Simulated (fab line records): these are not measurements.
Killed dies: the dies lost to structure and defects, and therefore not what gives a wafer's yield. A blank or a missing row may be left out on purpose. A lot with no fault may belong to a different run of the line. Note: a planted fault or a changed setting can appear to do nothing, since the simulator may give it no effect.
The tool behind it: which one? || flow gf180mcu || Sampling: 14 lots, 42 wafers, 2 of 602 route steps

## WHAT THE GAUGES READ, wafer by wafer
GF_V1_CD_MEAS_14: target cd 260 nm. Usual: cd_nm 260.3 nm, standard deviation 1.2.
{"lot": "L858", "measured": "day 18 09:11", "on": "cd_sem-01", "cd_nm (nm)": "260.0 259.0 259.5", "flag": ""}
{"lot": "L859", "measured": "day 18 12:54", "on": "cd_sem-01", "cd_nm (nm)": "259.0 259.6 258.9", "flag": ""}
{"lot": "L860", "measured": "day 19 01:45", "on": "cd_sem-01", "cd_nm (nm)": "260.6 259.4 259.5", "flag": ""}
{"lot": "L861", "measured": "day 19 06:42", "on": "cd_sem-01", "cd_nm (nm)": "262.6 261.3 262.4", "flag": ""}
{"lot": "L862", "measured": "day 19 14:59", "on": "cd_sem-02", "cd_nm (nm)": "259.4 259.2 260.8", "flag": ""}
{"lot": "L863", "measured": "day 20 01:15", "on": "cd_sem-01", "cd_nm (nm)": "259.7 260.8 259.5", "flag": ""}
{"lot": "L864", "measured": "day 20 10:35", "on": "cd_sem-01", "cd_nm (nm)": "260.4 260.4 259.6", "flag": ""}
{"lot": "L868", "measured": "day 21 23:43", "on": "cd_sem-01", "cd_nm (nm)": "260.9 260.0 260.7", "flag": ""}
{"lot": "L874", "measured": "day 24 06:02", "on": "cd_sem-01", "cd_nm (nm)": "260.2 260.1 260.0", "flag": ""}
{"lot": "L875", "measured": "day 24 10:07", "on": "cd_sem-01", "cd_nm (nm)": "259.7 260.7 260.5", "flag": ""}
{"lot": "L876", "measured": "day 24 16:29", "on": "cd_sem-01", "cd_nm (nm)": "259.5 259.6 259.7", "flag": ""}
{"lot": "L878", "measured": "day 25 07:09", "on": "cd_sem-01", "cd_nm (nm)": "258.3 258.0 257.8", "flag": ""}
{"lot": "L880", "measured": "day 25 21:59", "on": "cd_sem-02", "cd_nm (nm)": "260.3 261.5 260.3", "flag": ""}
{"lot": "L881", "measured": "day 26 02:42", "on": "cd_sem-01", "cd_nm (nm)": "260.5 260.2 260.0", "flag": ""}

GF_V1_OVL_MEAS_15. Usual: V1_OVL typically reads 2 nm, with standard deviation 5.6.
{"lot": "L858", "measured": "day 18 09:17", "on": "overlay-01", "V1_OVL (nm)": "3 -7 11", "flag": ""}
{"lot": "L859", "measured": "day 18 13:01", "on": "overlay-02", "V1_OVL (nm)": "2 4 2", "flag": ""}
{"lot": "L860", "measured": "day 19 01:52", "on": "overlay-01", "V1_OVL (nm)": "2 -3 6", "flag": ""}
{"lot": "L861", "measured": "day 19 06:49", "on": "overlay-02", "V1_OVL (nm)": "-4 0 9", "flag": ""}
{"lot": "L862", "measured": "day 19 15:06", "on": "overlay-02", "V1_OVL (nm)": "5 -6 -5", "flag": ""}
{"lot": "L863", "measured": "day 20 01:22", "on": "overlay-02", "V1_OVL (nm)": "6 11 6", "flag": ""}
{"lot": "L864", "measured": "day 20 10:42", "on": "overlay-01", "V1_OVL (nm)": "-1 4 7", "flag": ""}
{"lot": "L868", "measured": "day 21 23:47", "on": "overlay-01", "V1_OVL (nm)": "-13 2 -10", "flag": ""}
{"lot": "L874", "measured": "day 24 06:09", "on": "overlay-01", "V1_OVL (nm)": "2 6 12", "flag": ""}
{"lot": "L875", "measured": "day 24 10:12", "on": "overlay-01", "V1_OVL (nm)": "1 3 5", "flag": ""}
{"lot": "L876", "measured": "day 24 16:35", "on": "overlay-02", "V1_OVL (nm)": "6 -8 -3", "flag": ""}
{"lot": "L878", "measured": "day 25 07:16", "on": "overlay-02", "V1_OVL (nm)": "8 1 -1", "flag": ""}
{"lot": "L880", "measured": "day 25 22:05", "on": "overlay-02", "V1_OVL (nm)": "-2 -3 -3", "flag": ""}
{"lot": "L881", "measured": "day 26 02:49", "on": "overlay-02", "V1_OVL (nm)": "8 5 4", "flag": ""}

## EACH LOT AND THE TOOL THAT RAN IT (in order: tool; ch and the chambers of the sampled wafers; start)
The record shows no process step preceding these readings.

## AS READ BY THE TOOLS THEMSELVES (means over the sampled wafers that have a number; for cases with no such wafer, the mark the record gives instead)
The record holds no such reading with a usual standard deviation.

## THE ANSWER, worked out from the rows above alone
Rule: a lot counts as off when the mean over its wafers that have a number is more than 3 standard deviations away from the usual mean. Also off: a lot with no number at a reading for which 4 or more lots have one. Where the step has rows for the other lots, those lots are counted as sound. First the gauges in route order, then the tools' own readings, where a lot's mean is used as printed above. The first step at which some lot is off is used, and at that step the reading that is off furthest; a lot without a number counts as furthest.
Nothing can be told from this: no lot is off at any reading shown.

## WHAT THE SIMULATOR HAD PUT IN
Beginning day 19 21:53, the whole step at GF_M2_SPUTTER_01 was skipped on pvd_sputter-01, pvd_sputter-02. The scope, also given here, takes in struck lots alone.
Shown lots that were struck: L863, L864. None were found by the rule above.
